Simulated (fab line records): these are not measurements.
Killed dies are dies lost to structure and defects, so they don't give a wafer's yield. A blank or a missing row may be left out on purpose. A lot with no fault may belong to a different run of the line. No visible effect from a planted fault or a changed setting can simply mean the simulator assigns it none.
Struck lot and sound lot, side by side    flow sky130    15 steps out of a route of 708
Sound: the wafers L153.2, L153.4, L153.5. Wafers struck: L162.1, L162.3, L162.5. The cause is named last.
Per side, at each step with rows, come the tool, then ch with its chambers, and then its first start. Under that, the readings that differ: sound wafers    struck wafers    difference of the means    sigmas: that difference in standard deviations of wafers without a fault.
alike: readings with means less than 2 such deviations apart, plus words and numbers identical on both sides. not compared: withheld readings, readings lacking a value on some wafer, bounds such as >300 that could conceal the same value, and numbers that have no deviation in the record and whose values overlap.
A row with sigmas, a row that says differs or no value, or rows on one side alone: a step with any of these is where the two part. Numbers that have no deviation but don't overlap get no sigmas and don't part them. A reading that every wafer of one side lacks parts them only if that side has two wafers or more.

SKY_METAL2_THK_MEAS_06: measures by xrf.
  sound on film-metro-01, day 36 09:03; struck on film-metro-01, day 38 21:08
  alike: METAL2_ALCU_THK
then, 8 steps without rows for these wafers: SKY_METAL2_DEHYDRATE_07 (time 60 s); SKY_METAL2_HMDS_08 (prime time 60 s); SKY_METAL2_COAT_09 (resist thk 60 nm); SKY_METAL2_COAT_10 (resist thk 450 nm); SKY_METAL2_SOFTBAKE_11 (time 90 s); SKY_METAL2_EXPOSE_12 (exposes mask MM2, target cd 140 nm); SKY_METAL2_PEB_13; SKY_METAL2_DEVELOP_14 (develop time 60 s).
SKY_METAL2_CD_MEAS_15 targets a cd of 140 nm.
  sound on cd-sem-01, day 37 10:58; struck on cd-sem-01, day 39 21:44
  alike: cd-nm
SKY_METAL2_OVL_MEAS_16:
  sound on overlay-01, day 37 11:04; struck on overlay-02, day 39 21:52
  alike: METAL2_OVL
SKY_METAL2_DESCUM_17: chemistry O2, time 8 s.
  sound on rie-metal-04 ch 0,1, day 37 11:05; struck on rie-metal-02 ch 0,1, day 39 21:53
  alike: drypump-motor-current-A, oes-product-au
  not compared: rf-hours-counter-h
SKY_METAL2_ETCH_18: etches BARC in N2/H2, stops on SiO2, time 45.9 s, target depth 60 nm.
  sound on rie-metal-04 ch 0,1, day 37 11:08; struck on rie-metal-02 ch 0,1, day 39 21:56
  alike: drypump-motor-current-A, n2-flow-sccm, oes-product-au, throttle-valve-pct
  not compared: rf-hours-counter-h, model.KrF-thick_of_METAL2_COAT_10.thk-nm
SKY_METAL2_METAL_ETCH_19: etches the open film in Cl2/BCl3, stops on SiO2, target depth 360 nm, time 78 s.
  sound on rie-metal-04 ch 0,1, day 37 11:11; struck on rie-metal-02 ch 0,1, day 39 21:59
  alike: drypump-motor-current-A, oes-product-au, throttle-valve-pct
  not compared: rf-hours-counter-h
-- the record jumps here: 10 days lie between the struck wafers' starts before and after (it left off in module METAL2 and takes up again in module PAD_OPEN, whose first step shown is number 708 of the route) --
SKY_PAD_OPEN_PROBE_99:
  sound on prober-01, day 47 15:48; struck on prober-02, day 49 11:07
  alike: defect-limited-yield, killed_at_M0_to_M3, killed_at_M4_up, killed-at-contacts, killed-at-front-end, killed-at-other, killed-dies, killed-open, killed-short, sort_bin_3_pad_short, sort_bin_5_function, sort_bin_6_memory, sort-n-pass, sort-yield-pct

WHERE THEY PART
Nowhere in this record.

WHY: what had been put in by the simulator
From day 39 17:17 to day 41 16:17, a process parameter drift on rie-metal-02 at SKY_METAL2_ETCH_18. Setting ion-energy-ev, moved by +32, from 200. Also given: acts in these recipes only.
